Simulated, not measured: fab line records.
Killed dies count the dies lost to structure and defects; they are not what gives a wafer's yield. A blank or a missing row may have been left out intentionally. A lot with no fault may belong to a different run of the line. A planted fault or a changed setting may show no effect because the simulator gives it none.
Matching of chambers	flow sky130	4 sister chambers for SKY_FIELD_ISO_CMP_27 on cmp-01
The step polishes, stops on Si3N4, t overpolish 16 s, target thk 457.8 nm. 8 wafers are shown with their chamber, then 9 later ones without.

== WAFERS, EACH WITH ITS CHAMBER ==
wafer	chamber	motor current A (A)	time to endpoint s (s)
L528.6	3	11.5	107
L529.4	3	11.4	103
L532.5	1	13.4	107
L532.6	2	11.4	110
L533.1	0	10.2	115
L533.2	1	12.3	107
L533.6	2	11.1	108
L536.1	0	10.4	113

== WAFERS WHOSE CHAMBER IS MISSING ==
wafer	motor current A (A)	time to endpoint s (s)
L536.5	9.8	115
L536.6	13.0	111
L537.1	10.9	110
L537.3	12.5	108
L537.5	10.7	106
L545.2	10.5	108
L545.5	11.2	105
L546.5	11.3	111
L546.6	10.1	117

== WHICH CHAMBER EACH WENT THROUGH ==
wafer	from the rows above	in truth
L536.5	0	0
L536.6	1	1
L537.1	can't be placed: 2 or 0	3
L537.3	1	1
L537.5	can't be placed: 3 or 2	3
L545.2	can't be placed: 2 or 3 or 0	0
L545.5	can't be placed: 3 or 2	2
L546.5	can't be placed: 2 or 0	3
L546.6	0	0
Placed correctly: 4 of 9. Not placeable from these rows: 5 (in 3, the candidates include the true chamber). Placed wrongly: 0.
How it was worked out, from the rows above alone: a wafer's distance from a chamber is the root of the sum, over the readings, of the square of ((its reading less the chamber's mean) divided by the reading's scatter). If the next closest chamber is less than 2 further off than the closest, the wafer can't be placed; otherwise it belongs to the closest. For every chamber, the mean is computed from those of its wafers that are shown. The scatter: the root of (the sum of the squares of (reading less its chamber's mean) over the shown wafers, divided by (wafers less chambers)).
